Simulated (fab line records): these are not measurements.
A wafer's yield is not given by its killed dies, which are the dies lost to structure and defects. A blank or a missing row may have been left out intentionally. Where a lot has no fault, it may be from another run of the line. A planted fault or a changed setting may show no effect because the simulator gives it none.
Which tool was responsible? | flow sky130 | 30 wafers from 10 lots sampled at 7 of the route's 708 steps

## WHAT EACH GAUGE READ, for each wafer
SKY_METAL2_THK_MEAS_06: measures by xrf.
lot  | measured     | on           | METAL2_ALCU_THK (nm)
L155 | day 34 10:43 | filmMetro-02 | 244.5 248.2 243.1
L157 | day 35 04:49 | filmMetro-01 | 240.9 241.8 245.7
L158 | day 35 16:04 | filmMetro-01 | 246.9 242.1 244.7
L160 | day 36 03:19 | filmMetro-01 | 242.6 244.9 245.1
L161 | day 36 10:08 | filmMetro-03 | 246.1 245.3 245.0
L166 | day 38 07:10 | filmMetro-03 | 245.8 244.0 247.5
L171 | day 39 09:28 | filmMetro-01 | 243.2 244.3 244.4
L173 | day 40 06:27 | filmMetro-03 | 242.7 242.0 238.8
L176 | day 41 10:21 | filmMetro-01 | 240.9 249.8 241.4
L177 | day 41 18:59 | filmMetro-01 | 246.5 244.7 244.9

SKY_VIA2_THK_MEAS_23: measures by xrf.
lot  | measured     | on           | VIA2_W_THK (nm)
L155 | day 36 17:46 | filmMetro-01 | 402 396 397
L157 | day 37 12:13 | filmMetro-01 | 407 398 404
L158 | day 37 23:07 | filmMetro-01 | 402 404 403
L160 | day 38 10:27 | filmMetro-01 | 403 400 405
L161 | day 38 16:13 | filmMetro-03 | 417 408 414
L166 | day 40 13:16 | filmMetro-03 | 405 407 402
L171 | day 41 14:40 | filmMetro-03 | 409 403 407
L173 | day 42 10:40 | filmMetro-01 | 391 394 395
L176 | day 43 13:36 | filmMetro-03 | 413 417 407
L177 | day 43 21:43 | filmMetro-04 | 404 406 401

SKY_CAPM_RS_MEAS_03: measures by four-point-probe.
lot  | measured     | on           | CAPM_TIN_RS (ohm/sq)
L155 | day 36 18:30 | filmMetro-04 | 6.85 6.82 6.84
L157 | day 37 12:56 | filmMetro-04 | 6.80 6.88 6.81
L158 | day 37 23:50 | filmMetro-01 | 6.98 6.99 6.89
L160 | day 38 11:10 | filmMetro-01 | 6.97 6.91 6.98
L161 | day 38 16:56 | filmMetro-04 | 6.94 6.83 6.90
L166 | day 40 14:00 | filmMetro-02 | 8.82 6.91 6.95 8.81 6.92 6.97
L171 | day 41 15:22 | filmMetro-01 | 6.98 6.90 7.02
L173 | day 42 11:23 | filmMetro-01 | 6.92 6.99 6.97
L176 | day 43 14:19 | filmMetro-04 | 6.90 6.84 6.87
L177 | day 43 22:26 | filmMetro-01 | 6.87 6.92 6.81

SKY_CAPM_THK_MEAS_04: measures by xrf.
lot  | measured     | on           | CAPM_TIN_THK (nm)
L155 | day 36 18:35 | filmMetro-04 | 200.4 201.1 200.0
L157 | day 37 13:04 | filmMetro-04 | 200.4 199.6 200.4
L158 | day 37 23:56 | filmMetro-01 | 194.6 194.7 197.3
L160 | day 38 11:17 | filmMetro-01 | 195.6 197.1 195.4
L161 | day 38 17:02 | filmMetro-04 | 197.0 200.2 197.5
L166 | day 40 19:18 | filmMetro-02 | 155.8 198.0 196.7 156.5 198.7 196.5
L171 | day 41 15:29 | filmMetro-01 | 194.5 197.4 193.0
L173 | day 42 11:30 | filmMetro-01 | 197.4 196.2 195.3
L176 | day 43 14:25 | filmMetro-04 | 199.0 200.9 199.5
L177 | day 43 22:34 | filmMetro-01 | 197.8 197.0 199.4

SKY_METAL3_CD_MEAS_13 targets a cd of 300 nm.
lot  | measured     | on       | cdNm (nm)
L155 | day 38 23:44 | cdSem-01 | 300.6 298.1 299.4
L157 | day 39 16:56 | cdSem-02 | 300.4 300.8 301.8
L158 | day 40 02:49 | cdSem-02 | 300.9 302.2 301.4
L160 | day 40 14:08 | cdSem-02 | 298.4 300.1 299.3
L161 | day 40 19:59 | cdSem-02 | 299.3 298.6 299.1
L166 | day 42 14:58 | cdSem-01 | 302.3 301.3 301.3
L171 | day 43 16:10 | cdSem-02 | 298.8 297.6 297.7
L173 | day 44 10:37 | cdSem-01 | 300.9 299.9 300.2
L176 | day 45 11:09 | cdSem-02 | 299.7 298.0 299.6
L177 | day 45 19:31 | cdSem-02 | 297.9 296.8 297.0

## WHAT TOOL EACH LOT RAN ON (gives the tool, then ch and the chambers of the sampled wafers, and finally the start)
lot  | SKY_CAPM_SPUTTER_02         | SKY_CAPM_METAL_ETCH_13
L155 | pvdSputter-01, day 36 18:20 | rieMetal-01 ch 0,1, day 37 21:15
L157 | pvdSputter-02, day 37 12:50 | rieMetal-01 ch 0,1, day 38 14:43
L158 | pvdSputter-02, day 37 23:41 | rieMetal-04 ch 0,1, day 39 01:14
L160 | pvdSputter-02, day 38 11:03 | rieMetal-02 ch 0,1, day 39 12:22
L161 | pvdSputter-02, day 38 16:48 | rieMetal-04 ch 0,1, day 39 18:14
L166 | pvdSputter-02, day 40 13:51 | rieMetal-02 ch 0,1, day 41 13:53
L171 | pvdSputter-01, day 41 15:16 | rieMetal-01 ch 0,1, day 42 16:08
L173 | pvdSputter-01, day 42 11:16 | rieMetal-01 ch 0, day 43 10:32
L176 | pvdSputter-02, day 43 14:11 | rieMetal-01 ch 0, day 44 12:20
L177 | pvdSputter-02, day 43 22:20 | rieMetal-04 ch 0,1, day 44 21:07
- SKY_CAPM_SPUTTER_02: material TiN, target thk 200 nm, time 166.7 s.
- SKY_CAPM_METAL_ETCH_13: etches TiN in Cl2/BCl3, stops on SiO2, target depth 220 nm, time 62.9 s.

## WHAT THE TOOLS THEMSELVES READ (means of the sampled wafers that have a number; where no wafer has one, the mark that the record gives instead)
SKY_CAPM_SPUTTER_02.
lot  | tool          | cathodeDcPowerW (W) | throttleValvePct (%)
L155 | pvdSputter-01 | 6500.8              | 30.5
L157 | pvdSputter-02 | 6500.0              | 30.7
L158 | pvdSputter-02 | 6500.0              | 29.9
L160 | pvdSputter-02 | 6500.5              | 28.8
L161 | pvdSputter-02 | 6500.1              | 28.9
L166 | pvdSputter-02 | 6061.8              | 29.5
L171 | pvdSputter-01 | 6500.7              | 30.2
L173 | pvdSputter-01 | 6499.3              | 30.0
L176 | pvdSputter-02 | 6500.9              | 30.5
L177 | pvdSputter-02 | 6499.9              | 30.0

SKY_CAPM_METAL_ETCH_13.
lot  | tool        | bcl3FlowSccm (sccm) | drypumpMotorCurrentA (A) | oesProductAu (a.u.) | throttleValvePct (%)
L155 | rieMetal-01 | 30.02               | 5.4                      | 0.943               | 21.893
L157 | rieMetal-01 | 30.06               | 5.7                      | 0.946               | 21.895
L158 | rieMetal-04 | 30.01               | 6.2                      | 0.937               | 21.903
L160 | rieMetal-02 | 30.16               | 5.5                      | 0.939               | 21.906
L161 | rieMetal-04 | 29.92               | 6.1                      | 0.940               | 21.902
L166 | rieMetal-02 | 30.01               | 5.5                      | 0.899               | 21.926
L171 | rieMetal-01 | 30.07               | 5.7                      | 0.939               | 21.911
L173 | rieMetal-01 | 29.89               | 6.0                      | 0.937               | 21.901
L176 | rieMetal-01 | 30.09               | 6.0                      | 0.942               | 21.894
L177 | rieMetal-04 | 30.04               | 6.2                      | 0.943               | 21.906

## THE ANSWER, worked out from the rows above alone
Rule: usual is defined by the lots themselves. Put in order of their means at a reading, lots are off if they are a third of the lots or fewer, leave a main group of 4 or more, and stand apart from it by a gap of 3 or more times the standard deviation of the main group's means; of several such gaps the widest counts. A main group whose means are all the same, to the digits that the tables above print for the reading, isn't used. A lot without any number at a reading at which 4 lots or more have one is off too. The other lots that the step has rows for count as sound. The gauges are gone through in route order, then the tools' own readings, and for those a lot's mean is taken as printed above. At the first step where some lot is off, the reading lying furthest off is the one used; lots without a number count as furthest.
Off: L166, at SKY_CAPM_RS_MEAS_03 (CAPM_TIN_RS). The main group: mean 6.90 ohm/sq, standard deviation 0.052.
A tool fits if, at a process step before that reading, it ran every lot that is off, and no sound lot after the first of them. Not tried: the gauges at SKY_CAPM_RS_MEAS_03; whatever is off there is also off at SKY_CAPM_SPUTTER_02, on other tools, and gauge error can't account for it. None of those tried fits.

## WHAT THE SIMULATOR HAD INSERTED
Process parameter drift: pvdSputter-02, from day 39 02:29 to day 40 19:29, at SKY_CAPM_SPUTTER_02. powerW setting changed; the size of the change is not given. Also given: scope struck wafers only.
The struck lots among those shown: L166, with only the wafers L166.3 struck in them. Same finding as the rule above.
